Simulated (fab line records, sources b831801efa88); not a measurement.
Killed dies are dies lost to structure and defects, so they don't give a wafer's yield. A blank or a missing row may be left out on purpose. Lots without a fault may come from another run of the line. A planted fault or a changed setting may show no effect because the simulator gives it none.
A struck lot beside a sound one | flow sky130 | 19 steps out of a route of 708
Sound: wafers L529.1, L529.3, L529.5. Struck: wafers L540.1, L540.2, L540.3. The cause comes at the end.
At each step with rows: each side's tool, then ch and its chambers, then its first start. Under that, the readings that differ: sound wafers | struck wafers | difference of the means | sigmas: that difference in standard deviations of wafers without a fault.
alike: readings whose means differ by less than 2 such deviations, and words and numbers that are the same on both sides. not compared: withheld readings, readings that some wafer has no value for, bounds like >300 that may hide the same value, and numbers for which the record gives no deviation and whose values overlap.
The two part at a step that has a row with sigmas, a row that says differs or no value, or rows on one side only. Numbers that don't overlap but have no deviation are shown without sigmas and don't part them. A reading that every wafer of one side lacks parts them only if that side has two wafers or more.

first, 6 steps without rows for these wafers: SKY_RES_XHIGH_COAT_02 (resist thk 1140 nm); SKY_RES_XHIGH_SOFTBAKE_03 (time 60 s); SKY_RES_XHIGH_EXPOSE_04 (exposes mask URPM, target cd 1270 nm); SKY_RES_XHIGH_PEB_05; SKY_RES_XHIGH_DEVELOP_06 (develop time 60 s); SKY_RES_XHIGH_IMPLANT_07.
SKY_RES_XHIGH_STRIP_08: strips in O2/N2.
  sound on plasma_asher-04 ch 0,1, day 27 18:50; struck on plasma_asher-02 ch 0,1, day 31 19:32
  alike: drypump_motor_current_A, n2_flow_sccm, oes_product_au, strip_time_to_endpoint_s
  not compared: rf_hours_counter_h
SKY_RES_XHIGH_TW_MEAS_09:
  sound on film_metro-01, day 27 18:56; struck on film_metro-01, day 31 19:38
  alike: RES_XHIGH_TW
then, 4 steps without rows for these wafers: SKY_SD_N_DEHYDRATE_00 (time 60 s); SKY_SD_N_HMDS_01 (prime time 60 s); SKY_SD_N_COAT_02 (resist thk 1140 nm); SKY_SD_N_SOFTBAKE_03 (time 60 s).
SKY_SD_N_EXPOSE_04: exposes mask NSDM, target cd 380 nm.
  sound on iline_stepper-01 ch 0, day 28 09:31; struck on iline_stepper-02 ch 0, day 32 09:54
  reading                      | sound             | struck            | difference | sigmas
  model.SD_N.overlay_x_nm (nm) | 1.116 1.116 1.116 | 312.9 312.9 312.9 | +311.8     |
  alike: mask
then, 2 steps without rows for these wafers: SKY_SD_N_PEB_05; SKY_SD_N_DEVELOP_06 (develop time 60 s).
SKY_SD_N_CD_MEAS_07: target cd 380 nm.
  sound on cd_sem-02, day 28 23:20; struck on cd_sem-01, day 32 23:20
  alike: cd_nm
SKY_SD_N_OVL_MEAS_08:
  sound on overlay-02, day 28 23:28; struck on overlay-01, day 32 23:27
  reading       | sound       | struck            | difference | sigmas
  SD_N_OVL (nm) | 0.2 1.9 0.5 | 312.2 312.8 314.1 | +312.2     | +99 or more
then, 1 step without rows for these wafers: SKY_SD_N_IMPLANT_09.
-- the record jumps here: 16 days lie between the struck wafers' starts before and after (it left off in module SD_N and takes up again in module PAD_OPEN, whose first step shown is number 708 of the route) --
SKY_PAD_OPEN_PROBE_99:
  the record has rows for the struck wafers here (prober-01, day 49 05:01) and none for the sound ones

WHERE THEY PART
First at SKY_SD_N_OVL_MEAS_08; last, within this record, at SKY_PAD_OPEN_PROBE_99.

WHY: what the simulator had put in
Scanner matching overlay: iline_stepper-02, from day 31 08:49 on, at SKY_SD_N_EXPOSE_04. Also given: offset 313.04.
